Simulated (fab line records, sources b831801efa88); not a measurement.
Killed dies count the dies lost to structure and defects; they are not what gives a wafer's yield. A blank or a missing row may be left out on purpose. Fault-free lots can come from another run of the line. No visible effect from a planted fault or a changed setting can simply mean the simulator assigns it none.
fab line records ; flow sky130
record lots=24; wafers=72; last-day=50
route steps=708 shown VT_ADJUST_HVTP@96 RES_PROTECT@214 POLY_GATE@227 VIA3@576 VIA4@642 METAL5@661
lots that met no fault: taken from a fault-free run of the same line
start-h: the number of hours between the record's first day and the start of the first shown wafer of the lot ; wait-h: time in hours since the lot's previous step ; " the same as in the row above ; L1.1+2: several wafers, shown together as one row ; - no value present, or no start provided ; * or withheld: withheld ; < > ~ a bound
route shown NAME@n: a module of which the file shows steps, and the number in the route of the first ; usual: mean and standard deviation over wafers with no fault ; same: alike in all rows ; chamber/n: place in a boat ; sites: readings site by site ; _std_site: the values' standard deviation ; _edge_site: the outer-site mean with the inner-site mean subtracted ; radius-mm: for every site, how far away it sits from the centre of the wafer ; mask NAME#n: copy n ; behind: the tool/chamber that last shaped the wafer ; hold: reason for holding the lot/hours on hold/outcome of the hold ; device: the transistor (n, p or np) that didn't switch ; end of line: tests run on the same wafers once the route is complete ; for a step that has no rows: nothing shown but its recipe ; killed: the dies lost at the first sort to structure and to defects; this is not the yield of the wafer ; map: per-die view of a wafer (x killed, . not killed, _ where there is no die)
set.NAME: setting as actually run; set.NAME@STEP: the setting as run at that earlier step ; model.NAME: the simulator's own value behind a step, which no gauge read
route steps across a sampled set of lots; one table per step, one row per wafer
services: the hour from which a tool's chamber was out of use, counted from the record's first day as start-h (under 0 if before that day), plus the number of hours and why
## steps
# step SKY_VT_ADJUST_HVTP_TW_MEAS_11
# usual VT_ADJUST_HVTP_TW=1363/8.4
lot.wafer;tool;chamber;start-h;wait-h;VT_ADJUST_HVTP_TW
L074.1;film-metro-02;-;121.16;0.1;1358
L074.3;film-metro-02;-;121.16;0.1;1360
L074.6;film-metro-02;-;121.16;0.1;1364
L075.1;film-metro-03;-;127.31;0.1;1376
L075.3;film-metro-03;-;127.31;0.1;1378
L075.5;film-metro-03;-;127.31;0.1;1379
L076.2;film-metro-02;-;133.39;0.1;1359
L076.4;film-metro-02;-;133.39;0.1;1355
L076.5;film-metro-02;-;133.39;0.1;1358
L077.1;film-metro-02;-;142.31;0.1;1361
L077.4;film-metro-02;-;142.31;0.1;1361
L077.5;film-metro-02;-;142.31;0.1;1360
L078.1;film-metro-03;-;143.56;0.1;1374
L078.2;film-metro-03;-;143.56;0.1;1374
L078.5;film-metro-03;-;143.56;0.1;1375
L079.1;film-metro-02;-;151.31;0.1;1349
L079.3;film-metro-02;-;151.31;0.1;1350
L079.6;film-metro-02;-;151.31;0.1;1352
L080.2;film-metro-03;-;162.27;0.1;1362
L080.3;film-metro-03;-;162.27;0.1;1358
L080.4;film-metro-03;-;162.27;0.1;1367
L081.2;film-metro-02;-;167.67;0.1;1348
L081.5;film-metro-02;-;167.67;0.1;1358
L081.6;film-metro-02;-;167.67;0.1;1353
L082.2;film-metro-02;-;182.39;0.1;1365
L082.3;film-metro-02;-;182.39;0.1;1366
L082.4;film-metro-02;-;182.39;0.1;1361
L083.4;film-metro-04;-;197.24;0.1;1365
L083.5;film-metro-04;-;197.24;0.1;1366
L083.6;film-metro-04;-;197.24;0.1;1363
L084.1;film-metro-04;-;197.83;0.1;1365
L084.2;film-metro-04;-;197.83;0.1;1358
L084.5;film-metro-04;-;197.83;0.1;1369
L085.2;film-metro-03;-;198.57;0.1;1370
L085.4;film-metro-03;-;198.57;0.1;1372
L085.6;film-metro-03;-;198.57;0.1;1380
L086.3;film-metro-03;-;212.60;0.1;1367
L086.4;film-metro-03;-;212.60;0.1;1377
L086.5;film-metro-03;-;212.60;0.1;1376
L088.4;film-metro-02;-;218.13;0.1;1357
L088.5;film-metro-02;-;218.13;0.1;1351
L088.6;film-metro-02;-;218.13;0.1;1363
L087.1;film-metro-03;-;218.40;0.1;1376
L087.3;film-metro-03;-;218.40;0.1;1367
L087.5;film-metro-03;-;218.40;0.1;1368
L089.1;film-metro-04;-;225.48;0.1;1362
L089.3;film-metro-04;-;225.48;0.1;1362
L089.4;film-metro-04;-;225.48;0.1;1353
L090.2;film-metro-02;-;226.21;0.1;1361
L090.5;film-metro-02;-;226.21;0.1;1352
L090.6;film-metro-02;-;226.21;0.1;1356
L092.3;film-metro-03;-;231.75;0.1;1365
L092.5;film-metro-03;-;231.75;0.1;1377
L092.6;film-metro-03;-;231.75;0.1;1370
L091.1;film-metro-03;-;235.60;0.1;1372
L091.3;film-metro-03;-;235.60;0.1;1372
L091.5;film-metro-03;-;235.60;0.1;1372
L093.1;film-metro-04;-;243.15;0.1;1361
L093.3;film-metro-04;-;243.15;0.1;1362
L093.6;film-metro-04;-;243.15;0.1;1354
L094.1;film-metro-04;-;250.76;0.1;1355
L094.3;film-metro-04;-;250.76;0.1;1362
L094.4;film-metro-04;-;250.76;0.1;1350
L095.1;film-metro-02;-;258.50;0.1;1346
L095.3;film-metro-02;-;258.50;0.1;1353
L095.6;film-metro-02;-;258.50;0.1;1350
L096.1;film-metro-03;-;263.10;0.1;1369
L096.3;film-metro-03;-;263.10;0.1;1368
L096.5;film-metro-03;-;263.10;0.1;1367
L097.1;film-metro-04;-;266.66;0.1;1355
L097.3;film-metro-04;-;266.66;0.1;1361
L097.5;film-metro-04;-;266.66;0.1;1361
# step SKY_RES_PROTECT_STRIP_07
# recipe chemistry=O2/N2; power-w=1400; pressure-mtorr=1500; platen-temp-c=withheld; o2-flow-sccm=3000; n2-flow-sccm=300; overash-fraction=0.5
# usual drypump-motor-current-A=5.6/0.47; oes-product-au=0.518/0.0045; strip-time-to-endpoint-s=23.30/0.041
# same overash-fraction=0.5
lot.wafer;tool;chamber;start-h;wait-h;drypump-motor-current-A;oes-product-au;rf-hours-counter-h;strip-time-to-endpoint-s
L074.1;plasma-asher-03;1;335.62;0.1;5.8;0.515;51;23.29
L074.3;plasma-asher-03;1;335.62;0.1;5.9;0.520;-;23.29
L074.6;plasma-asher-03;0;335.62;0.1;6.2;0.519;-;23.27
L075.1;plasma-asher-02;1;338.62;0.1;4.7;0.512;65;23.22
L075.3;plasma-asher-02;0;338.62;0.1;5.7;0.522;-;23.25
L075.5;plasma-asher-02;1;338.62;0.1;4.7;0.516;-;23.22
L076.2;plasma-asher-04;1;351.81;0.1;5.8;0.514;67;23.32
L076.4;plasma-asher-04;1;351.81;0.1;5.8;0.517;-;23.37
L076.5;plasma-asher-04;1;351.81;0.1;5.8;0.518;-;23.32
L077.1;plasma-asher-02;1;356.92;0.1;4.7;0.521;66;23.32
L077.4;plasma-asher-02;1;356.92;0.1;4.7;0.519;-;23.33
L077.5;plasma-asher-02;0;356.92;0.1;5.7;0.523;-;23.35
L078.1;plasma-asher-02;0;363.41;0.1;5.7;0.518;67;23.31
L078.2;plasma-asher-02;1;363.41;0.1;4.7;0.523;67;23.34
L078.5;plasma-asher-02;1;363.41;0.1;4.7;0.512;-;23.35
L079.1;plasma-asher-04;1;373.52;0.1;5.8;0.522;69;23.26
L079.3;plasma-asher-04;0;373.52;0.1;5.9;0.522;-;23.30
L079.6;plasma-asher-04;1;373.52;0.1;5.7;0.511;-;23.23
L080.2;plasma-asher-04;1;386.26;0.1;5.8;0.520;71;23.33
L080.3;plasma-asher-04;1;386.26;0.1;5.8;0.518;-;23.29
L080.4;plasma-asher-04;0;386.26;0.1;5.8;0.518;-;23.31
L081.2;plasma-asher-02;0;395.25;0.1;5.7;0.518;70;23.25
L081.5;plasma-asher-02;1;395.25;0.1;4.7;0.517;-;23.29
L081.6;plasma-asher-02;0;395.25;0.1;5.7;0.522;-;23.30
L082.2;plasma-asher-03;0;415.50;0.1;6.2;0.521;58;23.26
L082.3;plasma-asher-03;1;415.50;0.1;5.9;0.508;-;23.31
L082.4;plasma-asher-03;0;415.50;0.1;6.2;0.514;-;23.28
L084.1;plasma-asher-04;0;441.22;0.1;5.9;0.519;77;23.35
L084.2;plasma-asher-04;1;441.22;0.1;5.7;0.522;77;23.29
L084.5;plasma-asher-04;0;441.22;0.1;5.9;0.514;-;23.29
L083.4;plasma-asher-03;0;444.09;0.1;6.2;0.515;-;23.28
L083.5;plasma-asher-03;1;444.09;0.1;5.9;0.519;-;23.26
L083.6;plasma-asher-03;0;444.09;0.1;6.2;0.513;-;23.29
L085.2;plasma-asher-02;0;447.82;0.1;5.7;0.519;1;23.26
L085.4;plasma-asher-02;0;447.82;0.1;5.7;0.508;-;23.27
L085.6;plasma-asher-02;1;447.82;0.1;4.7;0.528;-;23.27
L086.3;plasma-asher-04;0;462.98;0.1;5.9;0.520;-;23.35
L086.4;plasma-asher-04;1;462.98;0.1;5.8;0.522;-;23.37
L086.5;plasma-asher-04;1;462.98;0.1;5.7;0.511;-;23.30
L087.1;plasma-asher-04;1;468.40;0.1;5.8;0.515;79;23.29
L087.3;plasma-asher-04;1;468.40;0.1;5.8;0.516;-;23.29
L087.5;plasma-asher-04;0;468.40;0.1;5.9;0.520;-;23.32
L088.4;plasma-asher-03;1;470.23;0.1;5.8;0.510;-;23.31
L088.5;plasma-asher-03;1;470.23;0.1;5.9;0.515;-;23.34
L088.6;plasma-asher-03;0;470.23;0.1;6.2;0.521;-;23.25
L089.1;plasma-asher-03;1;478.17;0.1;5.9;0.518;65;23.27
L089.3;plasma-asher-03;0;478.17;0.1;6.2;0.518;-;23.27
L089.4;plasma-asher-03;1;478.17;0.1;5.9;0.513;-;23.29
L090.2;plasma-asher-04;1;479.21;0.1;5.8;0.519;80;23.26
L090.5;plasma-asher-04;1;479.21;0.1;5.7;0.519;-;23.23
L090.6;plasma-asher-04;0;479.21;0.1;5.8;0.521;-;23.20
L092.3;plasma-asher-02;0;488.83;0.1;5.7;0.516;-;23.24
L092.5;plasma-asher-02;1;488.83;0.1;4.7;0.518;-;23.24
L092.6;plasma-asher-02;0;488.83;0.1;5.7;0.521;-;23.24
L091.1;plasma-asher-02;1;493.51;0.1;4.7;0.518;6;23.27
L091.3;plasma-asher-02;1;493.51;0.1;4.7;0.516;-;23.29
L091.5;plasma-asher-02;0;493.51;0.1;5.7;0.521;-;23.28
L093.1;plasma-asher-02;0;519.35;0.1;5.7;0.518;8;23.34
L093.3;plasma-asher-02;1;519.35;0.1;4.7;0.519;-;23.36
L093.6;plasma-asher-02;0;519.35;0.1;5.7;0.508;-;23.37
L094.1;plasma-asher-04;1;523.00;0.1;5.8;0.523;85;23.28
L094.3;plasma-asher-04;1;523.00;0.1;5.8;0.527;-;23.37
L094.4;plasma-asher-04;0;523.00;0.1;5.9;0.520;-;23.35
L095.1;plasma-asher-02;1;526.32;0.1;4.8;0.522;9;23.30
L095.3;plasma-asher-02;0;526.32;0.1;5.7;0.518;-;23.27
L095.6;plasma-asher-02;1;526.32;0.1;4.7;0.521;-;23.32
L096.1;plasma-asher-03;0;531.26;0.1;6.2;0.516;70;23.32
L096.3;plasma-asher-03;0;531.26;0.1;6.3;0.519;-;23.33
L096.5;plasma-asher-03;1;531.26;0.1;5.9;0.514;-;23.37
L097.1;plasma-asher-04;0;532.50;0.1;5.9;0.519;86;23.29
L097.3;plasma-asher-04;1;532.50;0.1;5.8;0.517;-;23.31
L097.5;plasma-asher-04;1;532.50;0.1;5.8;0.518;-;23.33
# step SKY_POLY_GATE_CD_MEAS_13
# recipe target-cd-nm=150
# usual cd-nm=150.3/1.4
lot.wafer;tool;chamber;start-h;wait-h;cd-nm
L074.1;cd-sem-02;-;364.86;-;149.4
L074.3;cd-sem-02;-;364.86;-;148.9
L074.6;cd-sem-02;-;364.86;-;149.5
L075.1;cd-sem-01;-;368.27;-;152.2
L075.3;cd-sem-01;-;368.27;-;151.8
L075.5;cd-sem-01;-;368.27;-;152.6
L077.1;cd-sem-01;-;386.46;-;150.4
L077.4;cd-sem-01;-;386.46;-;151.7
L077.5;cd-sem-01;-;386.46;-;150.6
L076.2;cd-sem-02;-;386.74;-;149.7
L076.4;cd-sem-02;-;386.74;-;150.2
L076.5;cd-sem-02;-;386.74;-;149.2
L078.1;cd-sem-01;-;397.02;-;147.9
L078.2;cd-sem-01;-;397.02;-;148.8
L078.5;cd-sem-01;-;397.02;-;147.8
L079.1;cd-sem-02;-;406.01;-;152.9
L079.3;cd-sem-02;-;406.01;-;152.8
L079.6;cd-sem-02;-;406.01;-;151.8
L080.2;cd-sem-01;-;418.03;-;149.3
L080.3;cd-sem-01;-;418.03;-;149.5
L080.4;cd-sem-01;-;418.03;-;149.3
L081.2;cd-sem-01;-;425.58;-;149.9
L081.5;cd-sem-01;-;425.58;-;150.0
L081.6;cd-sem-01;-;425.58;-;149.1
L082.2;cd-sem-01;-;455.88;-;151.0
L082.3;cd-sem-01;-;455.88;-;152.3
L082.4;cd-sem-01;-;455.88;-;150.9
L084.1;cd-sem-01;-;474.17;-;148.7
L084.2;cd-sem-01;-;474.17;-;149.6
L084.5;cd-sem-01;-;474.17;-;148.7
L083.4;cd-sem-01;-;475.53;-;152.1
L083.5;cd-sem-01;-;475.53;-;152.8
L083.6;cd-sem-01;-;475.53;-;152.1
L085.2;cd-sem-02;-;480.38;-;149.5
L085.4;cd-sem-02;-;480.38;-;148.9
L085.6;cd-sem-02;-;480.38;-;151.4
L086.3;cd-sem-01;-;499.85;-;152.2
L086.4;cd-sem-01;-;499.85;-;151.2
L086.5;cd-sem-01;-;499.85;-;152.4
L087.1;cd-sem-01;-;503.91;-;148.8
L087.3;cd-sem-01;-;503.91;-;148.7
L087.5;cd-sem-01;-;503.91;-;148.5
L088.4;cd-sem-02;-;504.12;-;150.7
L088.5;cd-sem-02;-;504.12;-;152.2
L088.6;cd-sem-02;-;504.12;-;151.1
L089.1;cd-sem-02;-;510.16;-;153.3
L089.3;cd-sem-02;-;510.16;-;153.1
L089.4;cd-sem-02;-;510.16;-;153.7
L090.2;cd-sem-02;-;513.23;-;148.7
L090.5;cd-sem-02;-;513.23;-;150.3
L090.6;cd-sem-02;-;513.23;-;149.1
L092.3;cd-sem-02;-;520.40;-;151.0
L092.5;cd-sem-02;-;520.40;-;150.5
L092.6;cd-sem-02;-;520.40;-;151.0
L091.1;cd-sem-01;-;525.27;-;149.9
L091.3;cd-sem-01;-;525.27;-;149.9
L091.5;cd-sem-01;-;525.27;-;150.5
L093.1;cd-sem-01;-;550.51;-;149.9
L093.3;cd-sem-01;-;550.51;-;150.1
L093.6;cd-sem-01;-;550.51;-;150.0
L094.1;cd-sem-02;-;554.46;-;150.7
L094.3;cd-sem-02;-;554.46;-;150.3
L094.4;cd-sem-02;-;554.46;-;150.1
L095.1;cd-sem-01;-;557.86;-;149.9
L095.3;cd-sem-01;-;557.86;-;149.6
L095.6;cd-sem-01;-;557.86;-;148.9
L096.1;cd-sem-02;-;562.47;-;148.8
L096.3;cd-sem-02;-;562.47;-;148.9
L096.5;cd-sem-02;-;562.47;-;150.6
L097.1;cd-sem-02;-;565.16;-;147.8
L097.3;cd-sem-02;-;565.16;-;150.6
L097.5;cd-sem-02;-;565.16;-;148.9
# step SKY_VIA3_BOW_MEAS_03
# recipe mode=bow
# usual VIA3_BOW=82/8.1
lot.wafer;tool;chamber;start-h;wait-h;VIA3_BOW[um]
L074.1;film-metro-03;-;895.44;0.1;89
L074.3;film-metro-03;-;895.44;0.1;82
L074.6;film-metro-03;-;895.44;0.1;79
L075.1;film-metro-02;-;898.18;0.1;82
L075.3;film-metro-02;-;898.18;0.1;78
L075.5;film-metro-02;-;898.18;0.1;92
L076.2;film-metro-03;-;911.89;0.3;67
L076.4;film-metro-03;-;911.89;0.3;69
L076.5;film-metro-03;-;911.89;0.3;77
L077.1;film-metro-02;-;916.40;0.1;86
L077.4;film-metro-02;-;916.40;0.1;70
L077.5;film-metro-02;-;916.40;0.1;72
L078.1;film-metro-02;-;922.67;0.2;70
L078.2;film-metro-02;-;922.67;0.2;76
L078.5;film-metro-02;-;922.67;0.2;75
L079.1;film-metro-03;-;931.93;0.2;77
L079.3;film-metro-03;-;931.93;0.2;81
L079.6;film-metro-03;-;931.93;0.2;91
L080.2;film-metro-02;-;941.62;0.2;81
L080.3;film-metro-02;-;941.62;0.2;83
L080.4;film-metro-02;-;941.62;0.2;74
L081.2;film-metro-04;-;954.65;0.3;77
L081.5;film-metro-04;-;954.65;0.3;80
L081.6;film-metro-04;-;954.65;0.3;89
L082.2;film-metro-03;-;972.50;0.1;95
L082.3;film-metro-03;-;972.50;0.1;79
L082.4;film-metro-03;-;972.50;0.1;91
L083.4;film-metro-02;-;986.94;0.3;82
L083.5;film-metro-02;-;986.94;0.3;74
L083.6;film-metro-02;-;986.94;0.3;80
L084.1;film-metro-04;-;987.73;0.2;87
L084.2;film-metro-04;-;987.73;0.2;77
L084.5;film-metro-04;-;987.73;0.2;78
L085.2;film-metro-04;-;996.08;0.3;87
L085.4;film-metro-04;-;996.08;0.3;74
L085.6;film-metro-04;-;996.08;0.3;89
L086.3;film-metro-02;-;1005.30;0.2;84
L086.4;film-metro-02;-;1005.30;0.2;72
L086.5;film-metro-02;-;1005.30;0.2;86
L087.1;film-metro-03;-;1009.15;0.1;98
L087.3;film-metro-03;-;1009.15;0.1;89
L087.5;film-metro-03;-;1009.15;0.1;87
L088.4;film-metro-04;-;1009.79;0.3;77
L088.5;film-metro-04;-;1009.79;0.3;91
L088.6;film-metro-04;-;1009.79;0.3;85
L089.1;film-metro-04;-;1014.93;0.2;80
L089.3;film-metro-04;-;1014.93;0.2;80
L089.4;film-metro-04;-;1014.93;0.2;63
L090.2;film-metro-04;-;1017.38;0.2;85
L090.5;film-metro-04;-;1017.38;0.2;74
L090.6;film-metro-04;-;1017.38;0.2;86
L092.3;film-metro-04;-;1023.22;0.2;76
L092.5;film-metro-04;-;1023.22;0.2;90
L092.6;film-metro-04;-;1023.22;0.2;89
L091.1;film-metro-03;-;1025.78;0.1;85
L091.3;film-metro-03;-;1025.78;0.1;92
L091.5;film-metro-03;-;1025.78;0.1;97
L093.1;film-metro-04;-;1043.70;0.1;71
L093.3;film-metro-04;-;1043.70;0.1;90
L093.6;film-metro-04;-;1043.70;0.1;79
L094.1;film-metro-03;-;1049.35;0.1;78
L094.3;film-metro-03;-;1049.35;0.1;71
L094.4;film-metro-03;-;1049.35;0.1;75
L095.1;film-metro-03;-;1051.11;0.1;95
L095.3;film-metro-03;-;1051.11;0.1;79
L095.6;film-metro-03;-;1051.11;0.1;84
L096.1;film-metro-04;-;1051.28;0.2;82
L096.3;film-metro-04;-;1051.28;0.2;82
L096.5;film-metro-04;-;1051.28;0.2;84
L097.1;film-metro-03;-;1056.62;0.2;84
L097.3;film-metro-03;-;1056.62;0.2;85
L097.5;film-metro-03;-;1056.62;0.2;86
# step SKY_VIA4_BOW_MEAS_03
# recipe mode=bow
# usual VIA4_BOW=80/7.9
lot.wafer;tool;chamber;start-h;wait-h;VIA4_BOW[um]
L074.1;film-metro-02;-;973.18;0.1;84
L074.3;film-metro-02;-;973.18;0.1;78
L074.6;film-metro-02;-;973.18;0.1;74
L075.1;film-metro-04;-;975.26;0.1;81
L075.3;film-metro-04;-;975.26;0.1;76
L075.5;film-metro-04;-;975.26;0.1;89
L076.2;film-metro-02;-;988.12;0.2;65
L076.4;film-metro-02;-;988.12;0.2;67
L076.5;film-metro-02;-;988.12;0.2;75
L077.1;film-metro-04;-;991.69;0.1;90
L077.4;film-metro-04;-;991.69;0.1;74
L077.5;film-metro-04;-;991.69;0.1;76
L078.1;film-metro-01;-;998.83;0.2;70
L078.2;film-metro-01;-;998.83;0.2;75
L078.5;film-metro-01;-;998.83;0.2;73
L079.1;film-metro-01;-;1006.88;0.2;72
L079.3;film-metro-01;-;1006.88;0.2;77
L079.6;film-metro-01;-;1006.88;0.2;85
L080.2;film-metro-02;-;1016.14;0.3;78
L080.3;film-metro-02;-;1016.14;0.3;80
L080.4;film-metro-02;-;1016.14;0.3;72
L081.2;film-metro-01;-;1027.35;0.2;72
L081.5;film-metro-01;-;1027.35;0.2;75
L081.6;film-metro-01;-;1027.35;0.2;86
L082.2;film-metro-01;-;1045.98;0.2;92
L082.3;film-metro-01;-;1045.98;0.2;78
L082.4;film-metro-01;-;1045.98;0.2;90
L083.4;film-metro-04;-;1057.83;0.2;89
L083.5;film-metro-04;-;1057.83;0.2;83
L083.6;film-metro-04;-;1057.83;0.2;87
L084.1;film-metro-02;-;1060.08;0.2;88
L084.2;film-metro-02;-;1060.08;0.2;79
L084.5;film-metro-02;-;1060.08;0.2;79
L085.2;film-metro-02;-;1066.73;0.3;84
L085.4;film-metro-02;-;1066.73;0.3;71
L085.6;film-metro-02;-;1066.73;0.3;85
L086.3;film-metro-04;-;1074.50;0.2;86
L086.4;film-metro-04;-;1074.50;0.2;72
L086.5;film-metro-04;-;1074.50;0.2;87
L087.1;film-metro-02;-;1079.62;0.2;91
L087.3;film-metro-02;-;1079.62;0.2;84
L087.5;film-metro-02;-;1079.62;0.2;81
L088.4;film-metro-04;-;1079.87;0.2;78
L088.5;film-metro-04;-;1079.87;0.2;91
L088.6;film-metro-04;-;1079.87;0.2;86
L089.1;film-metro-02;-;1082.84;0.1;81
L089.3;film-metro-02;-;1082.84;0.1;81
L089.4;film-metro-02;-;1082.84;0.1;63
L090.2;film-metro-02;-;1087.32;0.1;77
L090.5;film-metro-02;-;1087.32;0.1;68
L090.6;film-metro-02;-;1087.32;0.1;81
L092.3;film-metro-01;-;1092.26;0.2;79
L092.5;film-metro-01;-;1092.26;0.2;91
L092.6;film-metro-01;-;1092.26;0.2;91
L091.1;film-metro-01;-;1093.12;0.1;83
L091.3;film-metro-01;-;1093.12;0.1;88
L091.5;film-metro-01;-;1093.12;0.1;92
L093.1;film-metro-01;-;1110.54;0.2;72
L093.3;film-metro-01;-;1110.54;0.2;90
L093.6;film-metro-01;-;1110.54;0.2;77
L094.1;film-metro-01;-;1115.67;0.1;75
L094.3;film-metro-01;-;1115.67;0.1;68
L094.4;film-metro-01;-;1115.67;0.1;72
L095.1;film-metro-01;-;1116.20;0.2;96
L095.3;film-metro-01;-;1116.20;0.2;82
L095.6;film-metro-01;-;1116.20;0.2;84
L096.1;film-metro-04;-;1116.26;0.1;77
L096.3;film-metro-04;-;1116.26;0.1;79
L096.5;film-metro-04;-;1116.26;0.1;79
L097.1;film-metro-01;-;1121.57;0.1;82
L097.3;film-metro-01;-;1121.57;0.1;84
L097.5;film-metro-01;-;1121.57;0.1;84
# step SKY_METAL5_SPUTTER_00
# recipe material=Ti; target-thk-nm=15; power-w=3000; time-s=10; chamber-pressure-pa=0.4
# usual chamber-pressure-pa=0.4001/0.00083; throttle-valve-pct=29.7/0.85
lot.wafer;tool;chamber;start-h;wait-h;chamber-pressure-pa;throttle-valve-pct
L074.1;pvd-sputter-04;-;998.46;0.1;0.4021;28.3
L074.3;pvd-sputter-04;-;998.46;0.1;0.3997;30.1
L074.6;pvd-sputter-04;-;998.46;0.1;0.4005;30.1
L075.1;pvd-sputter-04;-;999.29;0.2;0.4007;29.8
L075.3;pvd-sputter-04;-;999.29;0.2;0.4005;28.2
L075.5;pvd-sputter-04;-;999.29;0.2;0.4007;29.8
L076.2;pvd-sputter-04;-;1013.78;0.1;0.3990;28.3
L076.4;pvd-sputter-04;-;1013.78;0.1;0.3997;31.6
L076.5;pvd-sputter-04;-;1013.78;0.1;0.4005;30.0
L077.1;pvd-sputter-04;-;1016.55;0.2;0.3984;31.2
L077.4;pvd-sputter-04;-;1016.55;0.2;0.3989;28.4
L077.5;pvd-sputter-04;-;1016.55;0.2;0.4000;31.3
L078.1;pvd-sputter-03;-;1023.76;0.1;0.4004;30.2
L078.2;pvd-sputter-03;-;1023.76;0.1;0.3996;28.9
L078.5;pvd-sputter-03;-;1023.76;0.1;0.4010;29.4
L079.1;pvd-sputter-03;-;1031.31;0.1;0.3985;30.4
L079.3;pvd-sputter-03;-;1031.31;0.1;0.3998;29.7
L079.6;pvd-sputter-03;-;1031.31;0.1;0.4001;28.7
L080.2;pvd-sputter-01;-;1039.94;0.1;0.4000;28.7
L080.3;pvd-sputter-01;-;1039.94;0.1;0.4000;30.9
L080.4;pvd-sputter-01;-;1039.94;0.1;0.4002;29.4
L081.2;pvd-sputter-01;-;1050.38;0.2;0.3994;29.5
L081.5;pvd-sputter-01;-;1050.38;0.2;0.3999;29.6
L081.6;pvd-sputter-01;-;1050.38;0.2;0.3998;28.8
L082.2;pvd-sputter-01;-;1067.96;0.1;0.4000;29.4
L082.3;pvd-sputter-01;-;1067.96;0.1;0.4006;28.9
L082.4;pvd-sputter-01;-;1067.96;0.1;0.4014;31.0
L083.4;pvd-sputter-03;-;1080.44;0.2;0.3994;28.8
L083.5;pvd-sputter-03;-;1080.44;0.2;0.4008;29.8
L083.6;pvd-sputter-03;-;1080.44;0.2;0.3991;29.1
L084.1;pvd-sputter-01;-;1082.67;0.1;0.3990;29.6
L084.2;pvd-sputter-01;-;1082.67;0.1;0.4003;29.0
L084.5;pvd-sputter-01;-;1082.67;0.1;0.3992;30.7
L085.2;pvd-sputter-03;-;1089.13;0.1;0.4003;29.4
L085.4;pvd-sputter-03;-;1089.13;0.1;0.4005;30.2
L085.6;pvd-sputter-03;-;1089.13;0.1;0.4013;29.6
L086.3;pvd-sputter-03;-;1096.04;0.2;0.4003;29.6
L086.4;pvd-sputter-03;-;1096.04;0.2;0.3993;29.9
L086.5;pvd-sputter-03;-;1096.04;0.2;0.3991;30.2
L087.1;pvd-sputter-04;-;1101.55;0.2;0.4010;31.1
L087.3;pvd-sputter-04;-;1101.55;0.2;0.4003;28.1
L087.5;pvd-sputter-04;-;1101.55;0.2;0.4011;30.0
L088.4;pvd-sputter-03;-;1101.93;0.2;0.3987;30.1
L088.5;pvd-sputter-03;-;1101.93;0.2;0.4002;29.6
L088.6;pvd-sputter-03;-;1101.93;0.2;0.4011;30.2
L089.1;pvd-sputter-03;-;1104.05;0.2;0.4016;29.6
L089.3;pvd-sputter-03;-;1104.05;0.2;0.3998;30.4
L089.4;pvd-sputter-03;-;1104.05;0.2;0.4010;28.9
L090.2;pvd-sputter-03;-;1108.31;0.2;0.4004;29.7
L090.5;pvd-sputter-03;-;1108.31;0.2;0.3990;28.8
L090.6;pvd-sputter-03;-;1108.31;0.2;0.4005;29.8
L092.3;pvd-sputter-04;-;1113.47;0.1;0.4000;29.9
L092.5;pvd-sputter-04;-;1113.47;0.1;0.3987;31.3
L092.6;pvd-sputter-04;-;1113.47;0.1;0.4009;29.8
L091.1;pvd-sputter-01;-;1114.00;0.1;0.3998;30.6
L091.3;pvd-sputter-01;-;1114.00;0.1;0.3995;28.9
L091.5;pvd-sputter-01;-;1114.00;0.1;0.3997;30.6
L093.1;pvd-sputter-01;-;1131.23;0.2;0.3995;31.0
L093.3;pvd-sputter-01;-;1131.23;0.2;0.4010;29.5
L093.6;pvd-sputter-01;-;1131.23;0.2;0.4002;29.6
L094.1;pvd-sputter-01;-;1136.15;0.2;0.4001;29.4
L094.3;pvd-sputter-01;-;1136.15;0.2;0.4005;29.2
L094.4;pvd-sputter-01;-;1136.15;0.2;0.3996;30.4
L095.1;pvd-sputter-04;-;1136.45;0.2;0.4000;29.9
L095.3;pvd-sputter-04;-;1136.45;0.2;0.4001;29.7
L095.6;pvd-sputter-04;-;1136.45;0.2;0.4006;30.0
L096.1;pvd-sputter-01;-;1136.81;0.1;0.4006;29.5
L096.3;pvd-sputter-01;-;1136.81;0.1;0.4016;28.5
L096.5;pvd-sputter-01;-;1136.81;0.1;0.4001;30.7
L097.1;pvd-sputter-03;-;1142.16;0.1;0.3983;30.1
L097.3;pvd-sputter-03;-;1142.16;0.1;0.3999;30.0
L097.5;pvd-sputter-03;-;1142.16;0.1;0.4001;30.4
## services
tool;chamber;start-h;hours;kind
pvd-sputter-01;-;362.14;1.5;repair
plasma-asher-02;-;407.46;2.8;repair
plasma-asher-02;-;417.76;3.4;repair
plasma-asher-02;-;421.30;9.0;pm
plasma-asher-02;-;472.71;2.8;pm
pvd-sputter-03;-;493.26;4.7;repair
plasma-asher-02;-;506.82;0.8;repair
pvd-sputter-04;-;537.79;7.6;repair
plasma-asher-02;-;547.54;4.0;repair
pvd-sputter-01;-;566.10;2.4;repair
pvd-sputter-04;-;569.05;3.7;repair
pvd-sputter-01;-;624.38;7.9;repair
plasma-asher-04;-;733.75;9.0;pm
pvd-sputter-01;-;741.10;16.8;repair
plasma-asher-04;-;771.67;2.8;pm
plasma-asher-02;-;799.19;0.6;repair
pvd-sputter-03;-;841.88;4.9;repair
pvd-sputter-01;-;867.85;1.5;repair
pvd-sputter-01;-;883.75;1.2;repair
plasma-asher-02;-;903.23;1.2;repair
plasma-asher-02;-;958.05;17.6;repair
pvd-sputter-03;-;982.16;0.9;repair
plasma-asher-04;-;1026.44;2.3;repair
plasma-asher-04;-;1027.85;2.2;repair
## key
fault none
